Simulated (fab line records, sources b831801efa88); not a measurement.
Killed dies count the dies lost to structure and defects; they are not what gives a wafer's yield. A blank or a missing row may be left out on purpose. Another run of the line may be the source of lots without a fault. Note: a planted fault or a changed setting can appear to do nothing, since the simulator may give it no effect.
A lot that was struck, set against a sound lot ; flow sky130 ; 33 steps out of a route of 708
Sound: the wafers L667.1, L667.3, L667.6. Struck: wafers L661.1, L661.6 (left out: L661.5, a lot-mate that was not struck); the cause follows at the end.
Each step with rows lists, per side, the tool, then ch with its chambers, then its first start. Under that, the readings that differ: sound wafers ; struck wafers ; difference of the means ; sigmas: that difference in standard deviations of wafers without a fault.
alike: same words and numbers on both sides, and readings whose means sit less than 2 such deviations apart. not compared: any withheld reading, any reading some wafer has no value for, any bound like >300 that may hide the same value, and any number with overlapping values for which the record gives no deviation.
The two part at a step that has a row with sigmas, a row that says differs or no value, or rows on one side only. Non-overlapping numbers with no deviation appear without sigmas and do not part them. A reading that every wafer of one side lacks parts them only if that side has two wafers or more.

first, 4 steps without rows for these wafers: SKY_LOCAL_INTERCONNECT_SOFTBAKE_07 (time 90 s); SKY_LOCAL_INTERCONNECT_EXPOSE_08 (exposes mask LI1M, target cd 170 nm); SKY_LOCAL_INTERCONNECT_PEB_09; SKY_LOCAL_INTERCONNECT_DEVELOP_10 (develop time 60 s).
SKY_LOCAL_INTERCONNECT_CD_MEAS_11: the cd target is 170 nm.
  sound on cd sem-01, day 38 02:38; struck on cd sem-02, day 35 14:05
  alike: cd nm
SKY_LOCAL_INTERCONNECT_OVL_MEAS_12:
  sound on overlay-02, day 38 02:46; struck on overlay-01, day 35 14:13
  alike: LOCAL_INTERCONNECT_OVL
SKY_LOCAL_INTERCONNECT_ETCH_13: etches BARC in N2/H2, stops on SiO2, time 45.9 s, target depth 60 nm.
  sound on rie metal-01 ch 0,1, day 38 02:48; struck on rie metal-04 ch 0,1, day 35 14:15
  alike: drypump motor current A, oes product au, rf fwd power W, throttle valve pct
  not compared: rf hours counter h
SKY_LOCAL_INTERCONNECT_METAL_ETCH_14: etches TiN in Cl2/BCl3, stops on PSG, target depth 110 nm, time 31.4 s.
  sound on rie metal-01 ch 0,1, day 38 02:52; struck on rie metal-04 ch 0,1, day 35 14:19
  alike: drypump motor current A, oes product au, rf fwd power W, throttle valve pct
  not compared: rf hours counter h
then, 4 steps without rows for these wafers: SKY_LOCAL_INTERCONNECT_STRIP_15 (strips in O2/N2); SKY_LOCAL_INTERCONNECT_STRIP_16 (strips in post etch residue remover, time 1200 s); SKY_LOCAL_INTERCONNECT_CLEAN_17 (cleans in IPA, time 180 s); SKY_LOCAL_INTERCONNECT_CLEAN_18 (cleans in O3/DIW).
SKY_CONTACT_CVD_00: deposits Si3N4, target thk 75 nm.
  sound on pecvd-02 ch 0,1,2, day 38 03:31; struck on pecvd-02 ch 0,2, day 35 14:57
reading;sound;struck;difference;sigmas
model.Si3N4_of_CONTACT_CVD_00.thk nm (nm);75.02 76.29 76.33;96.49 99.17;+21.95;
  alike: heater power w, rf fwd power W
SKY_CONTACT_THK_MEAS_01:
  sound on film metro-02, day 38 03:32; struck on film metro-03, day 35 14:59
reading;sound;struck;difference;sigmas
CONTACT_CVD_00_THK (nm);75.0 76.3 76.4;96.5 99.2;+21.9;+23
then, 1 step without rows for these wafers: SKY_CONTACT_HDPCVD_02 (deposits SiO2, target thk 565 nm, time 94.2 s).
SKY_CONTACT_THK_MEAS_03:
  sound on film metro-03, day 38 03:40; struck on film metro-01, day 35 15:07
  alike: CONTACT_HDPCVD_THK
SKY_CONTACT_CMP_04: polishes SiO2.
  sound on cmp-02 ch 1,2, day 38 03:44; struck on cmp-01 ch 0,1, day 35 15:17
  alike: motor current A
SKY_CONTACT_BOW_MEAS_05:
  sound on film metro-03, day 38 04:02; struck on film metro-01, day 35 15:29
  alike: CONTACT_BOW
then, 8 steps without rows for these wafers: SKY_CONTACT_DEHYDRATE_06 (time 60 s); SKY_CONTACT_HMDS_07 (prime time 60 s); SKY_CONTACT_COAT_08 (resist thk 60 nm); SKY_CONTACT_COAT_09 (resist thk 450 nm); SKY_CONTACT_SOFTBAKE_10 (time 90 s); SKY_CONTACT_EXPOSE_11 (exposes mask CTM1, target cd 170 nm); SKY_CONTACT_PEB_12; SKY_CONTACT_DEVELOP_13 (develop time 60 s).
SKY_CONTACT_CD_MEAS_14: the cd target is 170 nm.
  sound on cd sem-02, day 39 09:23; struck on cd sem-01, day 36 20:31
  alike: cd nm
SKY_CONTACT_OVL_MEAS_15:
  sound on overlay-02, day 39 09:31; struck on overlay-02, day 36 20:38
reading;sound;struck;difference;sigmas
CONTACT_OVL (nm);8 11 15;0 -6;-14;-2
SKY_CONTACT_ETCH_16: etches BARC in N2/H2, stops on SiO2, time 45.9 s, target depth 60 nm.
  sound on rie diel-03 ch 0,2, day 39 09:33; struck on rie diel-01 ch 1,3, day 36 20:41
  alike: drypump motor current A, oes product au, rf fwd power W, throttle valve pct
  not compared: rf hours counter h
then, 1 step without rows for these wafers: SKY_CONTACT_ETCH_17 (etches SiO2 in C4F8/O2/Ar, stops on Si3N4, target depth 340 nm).
SKY_CONTACT_ETCH_18: etches Si3N4 in CHF3/O2, stops on TiN, time 39 s, target depth 75 nm.
  sound: rie diel-03 ch 0,2; struck: rie diel-01 ch 1,3
reading;sound;struck;difference;sigmas
oes product au (a.u.);0.853 0.866 0.859;0.978 1.000;+0.130;+17
throttle valve pct (%);8.773 8.784 8.800;8.816 8.812;+0.028;+3
model.etch.depth nm (nm);75.02 76.29 76.33;96.49 98.22;+21.47;
  alike: O2_flow_sccm, drypump motor current A, rf fwd power W
  not compared: rf hours counter h
SKY_CONTACT_STRIP_19: strips in O2/N2.
  sound on plasma asher-02 ch 0, day 39 09:41; struck on plasma asher-03 ch 1, day 36 20:49
  alike: drypump motor current A, oes product au, strip time to endpoint s
  not compared: rf hours counter h
-- the record jumps here: 14 days lie between the struck wafers' starts before and after (it left off in module CONTACT and takes up again in module PAD_OPEN, whose first step shown is number 708 of the route) --
SKY_PAD_OPEN_PROBE_99:
  record: rows for the struck wafers here (prober-01, day 50 12:49), none for the sound ones

WHERE THEY PART
At SKY_CONTACT_THK_MEAS_01 first; at SKY_PAD_OPEN_PROBE_99 last (within this record only).

WHY: whatever the simulator had introduced
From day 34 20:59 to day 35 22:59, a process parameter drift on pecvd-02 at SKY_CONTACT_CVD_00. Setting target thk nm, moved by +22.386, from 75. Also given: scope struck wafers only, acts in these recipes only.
